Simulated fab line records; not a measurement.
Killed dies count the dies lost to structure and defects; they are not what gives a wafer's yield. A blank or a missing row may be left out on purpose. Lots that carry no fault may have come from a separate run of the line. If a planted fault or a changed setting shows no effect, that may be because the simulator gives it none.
One fault seen from 2 desks || flow gf180mcu || each desk holds nothing but its own numbers, with what lay behind them at the end

== THE TOOL OWNER'S DESK: lithoTrack-01 ==
The tool's own readings at GF_V2_SOFTBAKE_10 (time 60 s): means of the sampled wafers that have a number, for each lot that ran on this tool. A lot is out of limits, marked OUT, if its mean lies more than 4 standard deviations from the usual mean; the brackets give that distance.
Columns: A = heaterPowerTotalW at GF_V2_SOFTBAKE_10, usual 93.05 W; B = plateTempC at GF_V2_SOFTBAKE_10, usual 129.96 C; C = runLengthS at GF_V2_SOFTBAKE_10, usual 89.10 s
{"lot": "L684", "first seen here": "day 19 23:00", "A": 93.05, "B": 129.79, "C": 88.85}
{"lot": "L690", "first seen here": "day 22 09:00", "A": 93.09, "B": 129.99, "C": 88.90}
{"lot": "L693", "first seen here": "day 23 02:00", "A": 93.03, "B": 129.75, "C": 89.05}
{"lot": "L694", "first seen here": "day 23 09:00", "A": "111.25 (+99 or more) OUT", "B": "-", "C": "63.74 (-99 or more) OUT"}
{"lot": "L695", "first seen here": "day 23 20:00", "A": "111.23 (+99 or more) OUT", "B": "-", "C": "63.74 (-99 or more) OUT"}
This desk's finding: out of limits on L694, L695; first on L694, day 23 09:00 (heaterPowerTotalW at GF_V2_SOFTBAKE_10). In limits: L684, L690, L693.

== METROLOGY DESK ==
What the gauges read for every lot (on any tool): the sampled wafers with a number, averaged. A lot is out of limits, marked OUT, if its mean lies more than 4 standard deviations from the usual mean; the brackets give that distance.
Columns: A = cdNm at GF_M2_CD_MEAS_14, usual 279.7 nm; B = M2_OVL at GF_M2_OVL_MEAS_15, usual -1 nm; C = cdNm at GF_V2_CD_MEAS_14, usual 260.0 nm
{"lot": "L684", "first seen here": "day 19 09:36", "A": 280.9, "B": -0, "C": 259.9}
{"lot": "L685", "first seen here": "day 19 11:22", "A": 280.0, "B": -6, "C": 260.4}
{"lot": "L690", "first seen here": "day 21 20:20", "A": 277.6, "B": 0, "C": 259.6}
{"lot": "L693", "first seen here": "day 22 13:38", "A": 278.2, "B": -3, "C": 262.1}
{"lot": "L694", "first seen here": "day 22 20:31", "A": 280.0, "B": -1, "C": "250.5 (-7.3) OUT"}
{"lot": "L695", "first seen here": "day 23 08:01", "A": 277.9, "B": 5, "C": "252.3 (-5.9) OUT"}
{"lot": "L696", "first seen here": "day 23 16:37", "A": 279.4, "B": 9, "C": 260.3}
{"lot": "L698", "first seen here": "day 24 04:11", "A": 280.6, "B": 1, "C": 260.4}
{"lot": "L699", "first seen here": "day 24 14:14", "A": 279.8, "B": -1, "C": 259.0}
{"lot": "L700", "first seen here": "day 24 17:41", "A": 279.6, "B": 2, "C": 260.5}
{"lot": "L703", "first seen here": "day 25 20:47", "A": 281.4, "B": -3, "C": 259.6}
{"lot": "L706", "first seen here": "day 26 16:36", "A": 279.9, "B": -9, "C": 259.5}
{"lot": "L707", "first seen here": "day 27 08:01", "A": 281.9, "B": 4, "C": 260.2}
This desk's finding: out of limits on L694, L695; first on L694, day 23 20:56 (cdNm at GF_V2_CD_MEAS_14). In limits: L684, L685, L690, L693, L696, L698, L699, L700, L703, L706, L707.

== TAKEN TOGETHER ==
The tool owner's desk had the chance to raise an alarm at day 23 09:00 on L694, L695.
L694, L695 would have let the metrology desk raise an alarm at day 23 20:56.
The lots listed all ran GF_V2_SOFTBAKE_10 on lithoTrack-01.

== WHAT THE SIMULATOR HAD PUT IN ==
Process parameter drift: lithoTrack-01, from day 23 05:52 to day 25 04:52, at GF_V2_SOFTBAKE_10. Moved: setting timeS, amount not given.
Shown lots that were struck: L694, L695.
Delay (hours) between the fault's onset and each desk's first out-of-limits reading: 3 at the tool owner's desk, 15 at the metrology desk.
